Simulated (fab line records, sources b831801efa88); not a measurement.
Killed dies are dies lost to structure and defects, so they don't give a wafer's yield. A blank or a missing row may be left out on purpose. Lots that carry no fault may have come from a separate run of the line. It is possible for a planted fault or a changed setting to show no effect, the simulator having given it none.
Comparing a struck lot with a sound one + flow sky130 + 14 steps out of a route of 708
Sound: wafers L735.1, L735.4, L735.5. Wafers L750.1, L750.3, L750.6 were the ones struck. At the end, the cause is stated.
At each step with rows: each side's tool, then ch and its chambers, then its first start. Under that, the readings that differ: sound wafers + struck wafers + difference of the means + sigmas: that difference in standard deviations of wafers without a fault.
alike: readings whose means differ by less than 2 such deviations, and words and numbers that are the same on both sides. not compared: withheld readings, readings that some wafer has no value for, bounds like >300 that may hide the same value, and numbers for which the record gives no deviation and whose values overlap.
The two part at a step that has a row with sigmas, a row that says differs or no value, or rows on one side only. Numbers that have no deviation but don't overlap get no sigmas and don't part them. A reading missing from all wafers of one side parts the sides only when that side holds two or more wafers.

SKY_LDD_LDN_TW_MEAS_13:
  struck on film metro-03, day 29 14:14; sound on film metro-03, day 25 02:32
  alike: LDD_LDN_TW
then, 2 steps without rows for these wafers: SKY_LDD_LDN_CLEAN_14 (cleans in SC1/SC2, time 150 s); SKY_SPACER_CVD_00 (deposits Si3N4 from DCS/NH3, target thk 43.1 nm, time 740 s).
SKY_SPACER_THK_MEAS_01:
  struck on film metro-03, day 29 17:13; sound on film metro-03, day 25 03:52
  alike: SPACER_CVD_00_THK
SKY_SPACER_ETCHBACK_02: etches Si3N4 in CH3F/O2, stops on SiO2, time 46.7 s, target depth 45 nm.
  sound on rie diel-01 ch 0,1,3, day 25 03:55; struck on rie diel-03 ch 1,2,3, day 29 17:16
  alike: drypump motor current A, oes product au, throttle valve pct
  not compared: rf hours counter h
then, 7 steps without rows for these wafers: SKY_POLY_CUT_DEHYDRATE_00 (time 60 s); SKY_POLY_CUT_HMDS_01 (prime time 60 s); SKY_POLY_CUT_COAT_02 (resist thk 60 nm); SKY_POLY_CUT_COAT_03 (resist thk 450 nm); SKY_POLY_CUT_SOFTBAKE_04 (time 90 s); SKY_POLY_CUT_EXPOSE_05 (exposes mask NPCM, target cd 270 nm); SKY_POLY_CUT_PEB_06.
SKY_POLY_CUT_DEVELOP_07: develop time 60 s.
  struck on litho track-02, day 30 20:00; sound on litho track-02 ch 0, day 26 08:00
  no value came back on the struck wafers for chill plate temp C (C), develop time s (s); on the sound wafers chill plate temp C (C) reads 22.92 22.74 22.77
| reading                                         | sound             | struck            | difference | sigmas |
|-------------------------------------------------|-------------------|-------------------|------------|--------|
| model.KrF-thick_of_POLY_CUT_COAT_03.thk nm (nm) | 436.4 436.4 435.9 | 451.8 451.6 451.5 | +15.4      |        |
SKY_POLY_CUT_CD_MEAS_08 targets a cd of 270 nm.
  struck on cd sem-01, day 30 21:01; sound on cd sem-02, day 26 08:43
| reading    | sound             | struck | difference                    | sigmas |
|------------|-------------------|--------|-------------------------------|--------|
| cd nm (nm) | 270.1 270.7 271.6 | - - -  | no value on the struck wafers |        |

## WHERE THEY PART
Last at SKY_POLY_CUT_CD_MEAS_08 as far as this record goes, first at SKY_POLY_CUT_DEVELOP_07.

WHY: the cause the simulator had injected
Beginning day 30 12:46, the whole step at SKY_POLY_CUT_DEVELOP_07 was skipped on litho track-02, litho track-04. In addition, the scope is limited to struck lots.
